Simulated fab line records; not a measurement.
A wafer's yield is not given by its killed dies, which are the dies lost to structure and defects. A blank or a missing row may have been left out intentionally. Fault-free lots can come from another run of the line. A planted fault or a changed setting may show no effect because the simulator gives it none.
fab line records :: flow sky130
[record]
  lots = 14
  wafers = 42
  last-day = 50
route steps=708 shown LDD_HVN@275
lots that met no fault: from a run of the same line without faults
start-h: hours from the record's first day to the start of the lot's first wafer shown :: wait-h: time in hours since the lot's previous step :: " identical to the entry in the row above :: L1.1+2: a row that stands for several wafers :: - either no value or no given start :: * or withheld: withheld :: < > ~ a bound
route shown NAME@n: names a module that has steps shown in the file, with the first one's number in the route :: usual: average and standard deviation across the fault-free wafers :: same: alike in all rows :: chamber/n: place in a boat :: sites: per-site readings :: _std_site: the values' standard deviation :: _edge_site: outer sites' mean less inner sites' :: radius-mm: for every site, how far away it sits from the centre of the wafer :: mask NAME#n: copy n :: behind: the tool/chamber that last shaped the wafer :: hold: the reason the lot was held/the length of the hold in hours/how it ended :: device: which transistor (n, p or np) failed to switch :: end of line: the tests these same wafers got at the end of their route :: step lacking rows: just its recipe :: killed: dies that structure and defects cost at the first sort, which is not the same as the wafer's yield :: map: dies across one wafer; x = killed, . = not, _ = none there
set.NAME: the setting as run; set.NAME@STEP: as run at that earlier step :: model.NAME: the simulator's own value behind a step, which no gauge read
the route's steps for a sample of lots (tables are steps, rows are wafers)
services: from which hour (start-h, from the record's first day; less than 0 if before it) a tool's chamber was out of use, for how many hours, and why
[[steps]]
[step SKY_LDD_HVN_IMPLANT_08]
[recipe]
  species = P
  energy-kev = 60
  dose-cm2 = 3e+13
  tilt-deg = 40
[usual]
  beam-energy-keV = 60.000/0.017
  end-station-pressure-torr = 5.12e-06/2.8e-07
lot.wafer: L159.3
tool: implanter-04
chamber: 0
start-h: 483.27
wait-h: 0.1
beam-energy-keV: 59.989
end-station-pressure-torr: 5.34e-06

lot.wafer: L159.4
tool: implanter-04
chamber: 0
start-h: 483.27
wait-h: 0.1
beam-energy-keV: 59.992
end-station-pressure-torr: 4.9e-06

lot.wafer: L159.6
tool: implanter-04
chamber: 0
start-h: 483.27
wait-h: 0.1
beam-energy-keV: 59.986
end-station-pressure-torr: 5.17e-06

lot.wafer: L160.3
tool: implanter-04
chamber: 0
start-h: 484.82
wait-h: 0.1
beam-energy-keV: 59.997
end-station-pressure-torr: 5.4e-06

lot.wafer: L160.4
tool: implanter-04
chamber: 0
start-h: 484.82
wait-h: 0.1
beam-energy-keV: 60.004
end-station-pressure-torr: 5.24e-06

lot.wafer: L160.6
tool: implanter-04
chamber: 0
start-h: 484.82
wait-h: 0.1
beam-energy-keV: 59.983
end-station-pressure-torr: 4.93e-06

lot.wafer: L162.1
tool: implanter-04
chamber: 0
start-h: 490.47
wait-h: 0.0
beam-energy-keV: 86.027
end-station-pressure-torr: 5.14e-06

lot.wafer: L162.2
tool: implanter-04
chamber: 0
start-h: 490.47
wait-h: 0.0
beam-energy-keV: 86.047
end-station-pressure-torr: 5.05e-06

lot.wafer: L162.3
tool: implanter-04
chamber: 0
start-h: 490.47
wait-h: 0.0
beam-energy-keV: 86.029
end-station-pressure-torr: 5.19e-06

lot.wafer: L164.1
tool: implanter-04
chamber: 0
start-h: 499.54
wait-h: 0.0
beam-energy-keV: 86.037
end-station-pressure-torr: 4.8e-06

lot.wafer: L164.3
tool: implanter-04
chamber: 0
start-h: 499.54
wait-h: 0.0
beam-energy-keV: 86.053
end-station-pressure-torr: 5.51e-06

lot.wafer: L164.4
tool: implanter-04
chamber: 0
start-h: 499.54
wait-h: 0.0
beam-energy-keV: 86.038
end-station-pressure-torr: 5.18e-06

lot.wafer: L165.2
tool: implanter-01
chamber: 0
start-h: 532.17
wait-h: 0.0
beam-energy-keV: 60.004
end-station-pressure-torr: 5.25e-06

lot.wafer: L165.4
tool: implanter-01
chamber: 0
start-h: 532.17
wait-h: 0.0
beam-energy-keV: 60.022
end-station-pressure-torr: 4.8e-06

lot.wafer: L165.5
tool: implanter-01
chamber: 0
start-h: 532.17
wait-h: 0.0
beam-energy-keV: 60.022
end-station-pressure-torr: 5.3e-06

lot.wafer: L169.1
tool: implanter-01
chamber: 0
start-h: 563.98
wait-h: 0.0
beam-energy-keV: 60.012
end-station-pressure-torr: 5.18e-06

lot.wafer: L169.4
tool: implanter-01
chamber: 0
start-h: 563.98
wait-h: 0.0
beam-energy-keV: 59.990
end-station-pressure-torr: 5.35e-06

lot.wafer: L169.6
tool: implanter-01
chamber: 0
start-h: 563.98
wait-h: 0.0
beam-energy-keV: 59.976
end-station-pressure-torr: 4.82e-06

lot.wafer: L171.1
tool: implanter-01
chamber: 0
start-h: 572.72
wait-h: 0.0
beam-energy-keV: 59.970
end-station-pressure-torr: 5.35e-06

lot.wafer: L171.4
tool: implanter-01
chamber: 0
start-h: 572.72
wait-h: 0.0
beam-energy-keV: 59.996
end-station-pressure-torr: 4.9e-06

lot.wafer: L171.5
tool: implanter-01
chamber: 0
start-h: 572.72
wait-h: 0.0
beam-energy-keV: 60.016
end-station-pressure-torr: 5.22e-06

lot.wafer: L172.2
tool: implanter-03
chamber: 0
start-h: 574.59
wait-h: 0.0
beam-energy-keV: 59.998
end-station-pressure-torr: 5.67e-06

lot.wafer: L172.4
tool: implanter-03
chamber: 0
start-h: 574.59
wait-h: 0.0
beam-energy-keV: 60.006
end-station-pressure-torr: 5.09e-06

lot.wafer: L172.6
tool: implanter-03
chamber: 0
start-h: 574.59
wait-h: 0.0
beam-energy-keV: 60.000
end-station-pressure-torr: 5.03e-06

lot.wafer: L175.1
tool: implanter-04
chamber: 0
start-h: 600.39
wait-h: 0.0
beam-energy-keV: 60.025
end-station-pressure-torr: 4.71e-06

lot.wafer: L175.5
tool: implanter-04
chamber: 0
start-h: 600.39
wait-h: 0.0
beam-energy-keV: 60.014
end-station-pressure-torr: 5.65e-06

lot.wafer: L175.6
tool: implanter-04
chamber: 0
start-h: 600.39
wait-h: 0.0
beam-energy-keV: 60.050
end-station-pressure-torr: 5.29e-06

lot.wafer: L174.1
tool: implanter-01
chamber: 0
start-h: 603.63
wait-h: 0.0
beam-energy-keV: 60.004
end-station-pressure-torr: 5.43e-06

lot.wafer: L174.3
tool: implanter-01
chamber: 0
start-h: 603.63
wait-h: 0.0
beam-energy-keV: 60.000
end-station-pressure-torr: 5.46e-06

lot.wafer: L174.6
tool: implanter-01
chamber: 0
start-h: 603.63
wait-h: 0.0
beam-energy-keV: 59.995
end-station-pressure-torr: 5.37e-06

lot.wafer: L178.2
tool: implanter-03
chamber: 0
start-h: 624.31
wait-h: 0.0
beam-energy-keV: 59.994
end-station-pressure-torr: 5.22e-06

lot.wafer: L178.5
tool: implanter-03
chamber: 0
start-h: 624.31
wait-h: 0.0
beam-energy-keV: 60.022
end-station-pressure-torr: 4.65e-06

lot.wafer: L178.6
tool: implanter-03
chamber: 0
start-h: 624.31
wait-h: 0.0
beam-energy-keV: 60.029
end-station-pressure-torr: 5.09e-06

lot.wafer: L179.2
tool: implanter-03
chamber: 0
start-h: 633.92
wait-h: 0.0
beam-energy-keV: 60.004
end-station-pressure-torr: 5.46e-06

lot.wafer: L179.4
tool: implanter-03
chamber: 0
start-h: 633.92
wait-h: 0.0
beam-energy-keV: 59.977
end-station-pressure-torr: 5.57e-06

lot.wafer: L179.6
tool: implanter-03
chamber: 0
start-h: 633.92
wait-h: 0.0
beam-energy-keV: 59.999
end-station-pressure-torr: 5.24e-06

lot.wafer: L182.1
tool: implanter-03
chamber: 0
start-h: 651.79
wait-h: 0.0
beam-energy-keV: 60.019
end-station-pressure-torr: 4.94e-06

lot.wafer: L182.4
tool: implanter-03
chamber: 0
start-h: 651.79
wait-h: 0.0
beam-energy-keV: 60.012
end-station-pressure-torr: 5.44e-06

lot.wafer: L182.5
tool: implanter-03
chamber: 0
start-h: 651.79
wait-h: 0.0
beam-energy-keV: 60.015
end-station-pressure-torr: 4.96e-06

lot.wafer: L181.1
tool: implanter-04
chamber: 0
start-h: 654.52
wait-h: 0.0
beam-energy-keV: 59.990
end-station-pressure-torr: 4.79e-06

lot.wafer: L181.2
tool: implanter-04
chamber: 0
start-h: 654.52
wait-h: 0.0
beam-energy-keV: 60.012
end-station-pressure-torr: 5.25e-06

lot.wafer: L181.4
tool: implanter-04
chamber: 0
start-h: 654.52
wait-h: 0.0
beam-energy-keV: 60.013
end-station-pressure-torr: 4.95e-06
[step SKY_LDD_HVN_TW_MEAS_10]
[usual]
  LDD_HVN_TW = 1444/7.2
lot.wafer: L159.3
tool: film-metro-03
chamber: -
start-h: 483.49
wait-h: 0.1
hold: -
LDD_HVN_TW: 1441

lot.wafer: L159.4
tool: film-metro-03
chamber: -
start-h: 483.49
wait-h: 0.1
hold: -
LDD_HVN_TW: 1445

lot.wafer: L159.6
tool: film-metro-03
chamber: -
start-h: 483.49
wait-h: 0.1
hold: -
LDD_HVN_TW: 1439

lot.wafer: L160.3
tool: film-metro-01
chamber: -
start-h: 485.04
wait-h: 0.1
hold: -
LDD_HVN_TW: 1446

lot.wafer: L160.4
tool: film-metro-01
chamber: -
start-h: 485.04
wait-h: 0.1
hold: -
LDD_HVN_TW: 1438

lot.wafer: L160.6
tool: film-metro-01
chamber: -
start-h: 485.04
wait-h: 0.1
hold: -
LDD_HVN_TW: 1444

lot.wafer: L162.1
tool: film-metro-03
chamber: -
start-h: 490.72
wait-h: 0.1
hold: await-dispo/0.2h/release
LDD_HVN_TW: 1568

lot.wafer: L162.2
tool: film-metro-03
chamber: -
start-h: 490.72
wait-h: 0.1
hold: await-dispo/0.2h/release
LDD_HVN_TW: 1578

lot.wafer: L162.3
tool: film-metro-03
chamber: -
start-h: 490.72
wait-h: 0.1
hold: await-dispo/0.2h/release
LDD_HVN_TW: 1579

lot.wafer: L162.1
tool: film-metro-03
chamber: -
start-h: 490.95
wait-h: 0.2
hold: -
LDD_HVN_TW: 1574

lot.wafer: L162.2
tool: film-metro-03
chamber: -
start-h: 490.95
wait-h: 0.2
hold: -
LDD_HVN_TW: 1571

lot.wafer: L162.3
tool: film-metro-03
chamber: -
start-h: 490.95
wait-h: 0.2
hold: -
LDD_HVN_TW: 1579

lot.wafer: L164.1
tool: film-metro-03
chamber: -
start-h: 499.79
wait-h: 0.1
hold: await-dispo/0.2h/release
LDD_HVN_TW: 1578

lot.wafer: L164.3
tool: film-metro-03
chamber: -
start-h: 499.79
wait-h: 0.1
hold: await-dispo/0.2h/release
LDD_HVN_TW: 1575

lot.wafer: L164.4
tool: film-metro-03
chamber: -
start-h: 499.79
wait-h: 0.1
hold: await-dispo/0.2h/release
LDD_HVN_TW: 1579

lot.wafer: L164.1
tool: film-metro-03
chamber: -
start-h: 500.02
wait-h: 0.2
hold: -
LDD_HVN_TW: 1580

lot.wafer: L164.3
tool: film-metro-03
chamber: -
start-h: 500.02
wait-h: 0.2
hold: -
LDD_HVN_TW: 1576

lot.wafer: L164.4
tool: film-metro-03
chamber: -
start-h: 500.02
wait-h: 0.2
hold: -
LDD_HVN_TW: 1575

lot.wafer: L165.2
tool: film-metro-03
chamber: -
start-h: 532.40
wait-h: 0.1
hold: -
LDD_HVN_TW: 1444

lot.wafer: L165.4
tool: film-metro-03
chamber: -
start-h: 532.40
wait-h: 0.1
hold: -
LDD_HVN_TW: 1438

lot.wafer: L165.5
tool: film-metro-03
chamber: -
start-h: 532.40
wait-h: 0.1
hold: -
LDD_HVN_TW: 1436

lot.wafer: L169.1
tool: film-metro-04
chamber: -
start-h: 564.23
wait-h: 0.1
hold: -
LDD_HVN_TW: 1444

lot.wafer: L169.4
tool: film-metro-04
chamber: -
start-h: 564.23
wait-h: 0.1
hold: -
LDD_HVN_TW: 1445

lot.wafer: L169.6
tool: film-metro-04
chamber: -
start-h: 564.23
wait-h: 0.1
hold: -
LDD_HVN_TW: 1445

lot.wafer: L171.1
tool: film-metro-01
chamber: -
start-h: 572.97
wait-h: 0.1
hold: -
LDD_HVN_TW: 1446

lot.wafer: L171.4
tool: film-metro-01
chamber: -
start-h: 572.97
wait-h: 0.1
hold: -
LDD_HVN_TW: 1442

lot.wafer: L171.5
tool: film-metro-01
chamber: -
start-h: 572.97
wait-h: 0.1
hold: -
LDD_HVN_TW: 1452

lot.wafer: L172.2
tool: film-metro-03
chamber: -
start-h: 574.83
wait-h: 0.1
hold: -
LDD_HVN_TW: 1447

lot.wafer: L172.4
tool: film-metro-03
chamber: -
start-h: 574.83
wait-h: 0.1
hold: -
LDD_HVN_TW: 1445

lot.wafer: L172.6
tool: film-metro-03
chamber: -
start-h: 574.83
wait-h: 0.1
hold: -
LDD_HVN_TW: 1450

lot.wafer: L175.1
tool: film-metro-03
chamber: -
start-h: 600.64
wait-h: 0.1
hold: -
LDD_HVN_TW: 1447

lot.wafer: L175.5
tool: film-metro-03
chamber: -
start-h: 600.64
wait-h: 0.1
hold: -
LDD_HVN_TW: 1440

lot.wafer: L175.6
tool: film-metro-03
chamber: -
start-h: 600.64
wait-h: 0.1
hold: -
LDD_HVN_TW: 1451

lot.wafer: L174.1
tool: film-metro-01
chamber: -
start-h: 603.88
wait-h: 0.1
hold: -
LDD_HVN_TW: 1440

lot.wafer: L174.3
tool: film-metro-01
chamber: -
start-h: 603.88
wait-h: 0.1
hold: -
LDD_HVN_TW: 1439

lot.wafer: L174.6
tool: film-metro-01
chamber: -
start-h: 603.88
wait-h: 0.1
hold: -
LDD_HVN_TW: 1446

lot.wafer: L178.2
tool: film-metro-01
chamber: -
start-h: 624.54
wait-h: 0.1
hold: -
LDD_HVN_TW: 1456

lot.wafer: L178.5
tool: film-metro-01
chamber: -
start-h: 624.54
wait-h: 0.1
hold: -
LDD_HVN_TW: 1454

lot.wafer: L178.6
tool: film-metro-01
chamber: -
start-h: 624.54
wait-h: 0.1
hold: -
LDD_HVN_TW: 1453

lot.wafer: L179.2
tool: film-metro-04
chamber: -
start-h: 634.15
wait-h: 0.1
hold: -
LDD_HVN_TW: 1433

lot.wafer: L179.4
tool: film-metro-04
chamber: -
start-h: 634.15
wait-h: 0.1
hold: -
LDD_HVN_TW: 1421

lot.wafer: L179.6
tool: film-metro-04
chamber: -
start-h: 634.15
wait-h: 0.1
hold: -
LDD_HVN_TW: 1436

lot.wafer: L182.1
tool: film-metro-03
chamber: -
start-h: 652.04
wait-h: 0.1
hold: -
LDD_HVN_TW: 1438

lot.wafer: L182.4
tool: film-metro-03
chamber: -
start-h: 652.04
wait-h: 0.1
hold: -
LDD_HVN_TW: 1433

lot.wafer: L182.5
tool: film-metro-03
chamber: -
start-h: 652.04
wait-h: 0.1
hold: -
LDD_HVN_TW: 1437

lot.wafer: L181.1
tool: film-metro-01
chamber: -
start-h: 654.77
wait-h: 0.1
hold: -
LDD_HVN_TW: 1444

lot.wafer: L181.2
tool: film-metro-01
chamber: -
start-h: 654.77
wait-h: 0.1
hold: -
LDD_HVN_TW: 1438

lot.wafer: L181.4
tool: film-metro-01
chamber: -
start-h: 654.77
wait-h: 0.1
hold: -
LDD_HVN_TW: 1442
[[services]]
tool: implanter-03
chamber: -
start-h: 468.41
hours: 25.0
kind: pm

tool: implanter-04
chamber: -
start-h: 487.09
hours: 1.1
kind: repair

tool: implanter-01
chamber: -
start-h: 487.31
hours: 2.1
kind: repair

tool: implanter-01
chamber: -
start-h: 492.28
hours: 2.8
kind: repair

tool: implanter-04
chamber: -
start-h: 538.81
hours: 4.9
kind: pm

tool: implanter-01
chamber: -
start-h: 581.32
hours: 1.9
kind: repair

tool: implanter-04
chamber: -
start-h: 589.08
hours: 5.7
kind: repair

tool: implanter-04
chamber: -
start-h: 616.03
hours: 3.6
kind: repair

tool: implanter-04
chamber: -
start-h: 618.05
hours: 10.0
kind: repair

tool: implanter-04
chamber: -
start-h: 635.40
hours: 6.4
kind: repair

tool: implanter-01
chamber: -
start-h: 638.28
hours: 4.1
kind: pm
[[key]]
[first-sign]
  step = SKY_LDD_HVN_IMPLANT_08
  reading = beam-energy-keV
  direction = up
  sigmas = 99+
  usual = *
  struck = *
[effect]
  step = SKY_LDD_HVN_TW_MEAS_10
  reading = visit
  direction = added
[effect]
  step = SKY_LDD_HVN_TW_MEAS_10
  reading = LDD_HVN_TW
  direction = up
  sigmas = 18
  usual = 1444
  struck = 1576
met-at SKY_LDD_HVN_IMPLANT_08
struck-lots L162,L164
tester-left-out L162,L164
onset-between 484.82 490.47
[fault]
  kind = process-parameter-drift
  tool = implanter-04
  chamber = -
  onset-h = 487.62
  steps = SKY_LDD_HVN_IMPLANT_08
  channel = energy-kev
  offset = *
  shape = step
  end-h = 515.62
  acts-in = *
  stated = *
// tester-left-out: of these lots the tester's yield and bins aren't shown, on N5 and GAA mostly nor the transistor test; their killed dies are dies lost to structure and defects alone, not to doping, threshold or leakage, so they don't give the yield
